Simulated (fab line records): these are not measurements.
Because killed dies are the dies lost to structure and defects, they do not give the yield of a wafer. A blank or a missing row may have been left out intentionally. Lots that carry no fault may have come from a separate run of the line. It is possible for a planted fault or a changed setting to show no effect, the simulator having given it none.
Which tool is to blame? / flow gf180mcu / 14 lots, 42 wafers sampled, at 5 steps of a route of 602

== WHAT THE GAUGES READ, wafer by wafer ==
GF_HV_LDD_THK_MEAS_55.
lot=L721; measured=day 12 09:20; on=film metro-02; HV_LDD_CVD_54_THK (nm)=10.02 10.08 10.18
lot=L726; measured=day 14 03:08; on=film metro-01; HV_LDD_CVD_54_THK (nm)=9.84 9.98 9.71
lot=L727; measured=day 14 08:30; on=film metro-01; HV_LDD_CVD_54_THK (nm)=9.91 10.06 10.05
lot=L729; measured=day 15 03:35; on=film metro-02; HV_LDD_CVD_54_THK (nm)=9.99 10.09 10.04
lot=L730; measured=day 15 09:52; on=film metro-01; HV_LDD_CVD_54_THK (nm)=9.89 9.90 9.87
lot=L731; measured=day 15 19:57; on=film metro-04; HV_LDD_CVD_54_THK (nm)=10.18 10.15 10.19
lot=L732; measured=day 16 05:09; on=film metro-02; HV_LDD_CVD_54_THK (nm)=9.85 10.00 9.94
lot=L733; measured=day 16 10:53; on=film metro-01; HV_LDD_CVD_54_THK (nm)=10.14 10.05 10.00
lot=L734; measured=day 16 16:26; on=film metro-01; HV_LDD_CVD_54_THK (nm)=9.89 9.91 9.92
lot=L735; measured=day 17 03:38; on=film metro-04; HV_LDD_CVD_54_THK (nm)=9.98 9.91 9.88
lot=L739; measured=day 18 18:17; on=film metro-01; HV_LDD_CVD_54_THK (nm)=17.13 17.05 17.05
lot=L742; measured=day 19 12:37; on=film metro-02; HV_LDD_CVD_54_THK (nm)=17.27 17.34 17.22
lot=L743; measured=day 19 18:56; on=film metro-01; HV_LDD_CVD_54_THK (nm)=10.03 10.03 9.97
lot=L744; measured=day 20 04:19; on=film metro-01; HV_LDD_CVD_54_THK (nm)=9.94 9.99 9.85

GF_NSD_TW_MEAS_12.
lot=L721; measured=day 13 06:37; on=film metro-02; NSD_TW=4251 4254 4268
lot=L726; measured=day 15 02:04; on=film metro-03; NSD_TW=4186 4186 4181
lot=L727; measured=day 15 08:13; on=film metro-03; NSD_TW=4153 4169 4188
lot=L729; measured=day 16 02:25; on=film metro-03; NSD_TW=4191 4199 4177
lot=L730; measured=day 16 09:52; on=film metro-02; NSD_TW=4283 4287 4277
lot=L731; measured=day 16 20:40; on=film metro-03; NSD_TW=4178 4175 4180
lot=L732; measured=day 17 06:05; on=film metro-01; NSD_TW=4197 4186 4193
lot=L733; measured=day 17 10:52; on=film metro-02; NSD_TW=4221 4247 4249
lot=L734; measured=day 17 17:48; on=film metro-03; NSD_TW=4195 4194 4195
lot=L735; measured=day 18 04:46; on=film metro-01; NSD_TW=4201 4201 4177
lot=L739; measured=day 19 20:04; on=film metro-02; NSD_TW=4256 4251 4269
lot=L742; measured=day 20 15:19; on=film metro-01; NSD_TW=4201 4213 4200
lot=L743; measured=day 20 21:49; on=film metro-01; NSD_TW=4215 4215 4212
lot=L744; measured=day 21 06:38; on=film metro-02; NSD_TW=4250 4256 4267

GF_SAB_THK_MEAS_01.
lot=L721; measured=day 14 04:01; on=film metro-04; SAB_CVD_00_THK (nm)=50.1 50.3 49.8
lot=L726; measured=day 16 00:05; on=film metro-01; SAB_CVD_00_THK (nm)=49.4 50.2 49.6
lot=L727; measured=day 16 06:43; on=film metro-03; SAB_CVD_00_THK (nm)=49.3 50.1 50.3
lot=L729; measured=day 17 01:28; on=film metro-04; SAB_CVD_00_THK (nm)=49.5 49.6 49.7
lot=L730; measured=day 17 08:40; on=film metro-04; SAB_CVD_00_THK (nm)=49.7 50.3 50.4
lot=L731; measured=day 17 20:24; on=film metro-04; SAB_CVD_00_THK (nm)=48.9 49.0 48.7
lot=L732; measured=day 18 06:29; on=film metro-01; SAB_CVD_00_THK (nm)=49.1 50.0 50.6
lot=L733; measured=day 18 10:52; on=film metro-04; SAB_CVD_00_THK (nm)=49.1 50.3 51.2
lot=L734; measured=day 18 17:46; on=film metro-01; SAB_CVD_00_THK (nm)=50.3 51.1 50.5
lot=L735; measured=day 19 05:01; on=film metro-01; SAB_CVD_00_THK (nm)=49.3 49.6 49.9
lot=L739; measured=day 20 21:13; on=film metro-01; SAB_CVD_00_THK (nm)=49.6 50.5 50.1
lot=L742; measured=day 21 16:05; on=film metro-01; SAB_CVD_00_THK (nm)=49.2 49.6 50.1
lot=L743; measured=day 21 21:50; on=film metro-01; SAB_CVD_00_THK (nm)=49.6 49.9 50.7
lot=L744; measured=day 22 07:17; on=film metro-03; SAB_CVD_00_THK (nm)=49.2 49.3 49.6

== WHAT TOOL EACH LOT RAN ON (gives the tool, then ch and the chambers of the sampled wafers, and finally the start) ==
lot=L721; GF_POLY_GATE_ETCH_12=rie diel-02 ch 0,3, day 9 04:28; GF_HV_LDD_CVD_54=lpcvd-01 ch 0, day 12 08:19
lot=L726; GF_POLY_GATE_ETCH_12=rie diel-03 ch 0,1, day 10 17:04; GF_HV_LDD_CVD_54=lpcvd-02 ch 0, day 14 02:06
lot=L727; GF_POLY_GATE_ETCH_12=rie diel-04 ch 0,2,3, day 10 21:38; GF_HV_LDD_CVD_54=lpcvd-02 ch 0, day 14 07:28
lot=L729; GF_POLY_GATE_ETCH_12=rie diel-02 ch 0,2,3, day 11 14:19; GF_HV_LDD_CVD_54=lpcvd-01 ch 0, day 15 02:34
lot=L730; GF_POLY_GATE_ETCH_12=rie diel-03 ch 0,2,3, day 11 20:19; GF_HV_LDD_CVD_54=lpcvd-02 ch 1, day 15 08:50
lot=L731; GF_POLY_GATE_ETCH_12=rie diel-04 ch 0,1,3, day 12 04:51; GF_HV_LDD_CVD_54=lpcvd-02 ch 1, day 15 18:23
lot=L732; GF_POLY_GATE_ETCH_12=rie diel-03 ch 1,2, day 12 11:55; GF_HV_LDD_CVD_54=lpcvd-01 ch 1, day 16 03:36
lot=L733; GF_POLY_GATE_ETCH_12=rie diel-04 ch 1,2,3, day 12 15:07; GF_HV_LDD_CVD_54=lpcvd-01 ch 0, day 16 09:21
lot=L734; GF_POLY_GATE_ETCH_12=rie diel-02 ch 0,1,2, day 12 23:10; GF_HV_LDD_CVD_54=lpcvd-01 ch 0, day 16 15:25
lot=L735; GF_POLY_GATE_ETCH_12=rie diel-02 ch 1,2, day 13 09:22; GF_HV_LDD_CVD_54=lpcvd-02 ch 0, day 17 02:36
lot=L739; GF_POLY_GATE_ETCH_12=rie diel-02 ch 0,2, day 14 18:31; GF_HV_LDD_CVD_54=lpcvd-02 ch 1, day 18 17:15
lot=L742; GF_POLY_GATE_ETCH_12=rie diel-04 ch 1,2,3, day 15 11:16; GF_HV_LDD_CVD_54=lpcvd-02 ch 1, day 19 11:35
lot=L743; GF_POLY_GATE_ETCH_12=rie diel-02 ch 0,1,3, day 15 16:54; GF_HV_LDD_CVD_54=lpcvd-01 ch 0, day 19 17:54
lot=L744; GF_POLY_GATE_ETCH_12=rie diel-04 ch 1,2, day 16 01:07; GF_HV_LDD_CVD_54=lpcvd-01 ch 1, day 20 03:18
- GF_POLY_GATE_ETCH_12: etches BARC in N2/H2.
- GF_HV_LDD_CVD_54: deposits SiO2 from TEOS, target thk 10 nm, time 75 s.

== WHAT THE TOOLS THEMSELVES READ (means of the sampled wafers that have a number; where no wafer has one, the mark that the record gives instead) ==
GF_POLY_GATE_ETCH_12.
lot=L721; tool=rie diel-02; drypump motor current A (A)=5.4; oes product au (a.u.)=0.735; throttle valve pct (%)=13.217
lot=L726; tool=rie diel-03; drypump motor current A (A)=5.5; oes product au (a.u.)=0.735; throttle valve pct (%)=13.213
lot=L727; tool=rie diel-04; drypump motor current A (A)=5.5; oes product au (a.u.)=0.734; throttle valve pct (%)=13.206
lot=L729; tool=rie diel-02; drypump motor current A (A)=5.6; oes product au (a.u.)=0.736; throttle valve pct (%)=13.211
lot=L730; tool=rie diel-03; drypump motor current A (A)=5.6; oes product au (a.u.)=0.731; throttle valve pct (%)=13.214
lot=L731; tool=rie diel-04; drypump motor current A (A)=5.5; oes product au (a.u.)=0.736; throttle valve pct (%)=13.213
lot=L732; tool=rie diel-03; drypump motor current A (A)=5.3; oes product au (a.u.)=0.738; throttle valve pct (%)=13.218
lot=L733; tool=rie diel-04; drypump motor current A (A)=5.8; oes product au (a.u.)=0.731; throttle valve pct (%)=13.204
lot=L734; tool=rie diel-02; drypump motor current A (A)=5.7; oes product au (a.u.)=0.742; throttle valve pct (%)=13.214
lot=L735; tool=rie diel-02; drypump motor current A (A)=5.9; oes product au (a.u.)=0.737; throttle valve pct (%)=13.211
lot=L739; tool=rie diel-02; drypump motor current A (A)=5.6; oes product au (a.u.)=0.734; throttle valve pct (%)=13.216
lot=L742; tool=rie diel-04; drypump motor current A (A)=5.8; oes product au (a.u.)=0.735; throttle valve pct (%)=13.219
lot=L743; tool=rie diel-02; drypump motor current A (A)=5.5; oes product au (a.u.)=0.737; throttle valve pct (%)=13.212
lot=L744; tool=rie diel-04; drypump motor current A (A)=6.1; oes product au (a.u.)=0.729; throttle valve pct (%)=13.204

== THE ANSWER, worked out from the rows above alone ==
Rule: the lots themselves supply what counts as usual. Put in order of their means at a reading, lots are off if they are a third of the lots or fewer, leave a main group of 4 or more, and stand apart from it by a gap of 3 or more times the standard deviation of the main group's means; of several such gaps the widest counts. The tables above print the reading to a certain number of digits; a main group whose means all agree to those digits is not used. A lot without any number at a reading at which 4 lots or more have one is off too. Any other lot the step has rows for is counted as sound. After the gauges, taken in route order, come the tools' own readings; for these a lot's mean is taken, as printed above. The first step at which some lot is off is used, and at that step the reading that is off furthest; a lot without a number counts as furthest.
Off: at GF_HV_LDD_THK_MEAS_55 (HV_LDD_CVD_54_THK), L739, L742. For the main group the mean is 9.98 nm and the standard deviation 0.093.
A tool fits if, at a process step before that reading, it ran every lot that is off, and no sound lot after the first of them. Gauges at GF_HV_LDD_THK_MEAS_55: tried the same way as those tools. One fits: lpcvd-02 at GF_HV_LDD_CVD_54. A fault onset in the window from L735 (day 17 02:36, its last sound lot) to L739 (day 18 17:15, its first lot off) fits.

== WHAT WAS PUT IN BY THE SIMULATOR ==
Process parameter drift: lpcvd-02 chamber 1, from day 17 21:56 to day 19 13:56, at GF_HV_LDD_CVD_54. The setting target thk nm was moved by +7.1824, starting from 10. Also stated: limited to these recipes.
Shown lots that were struck: L739, L742. The rule above found the same.
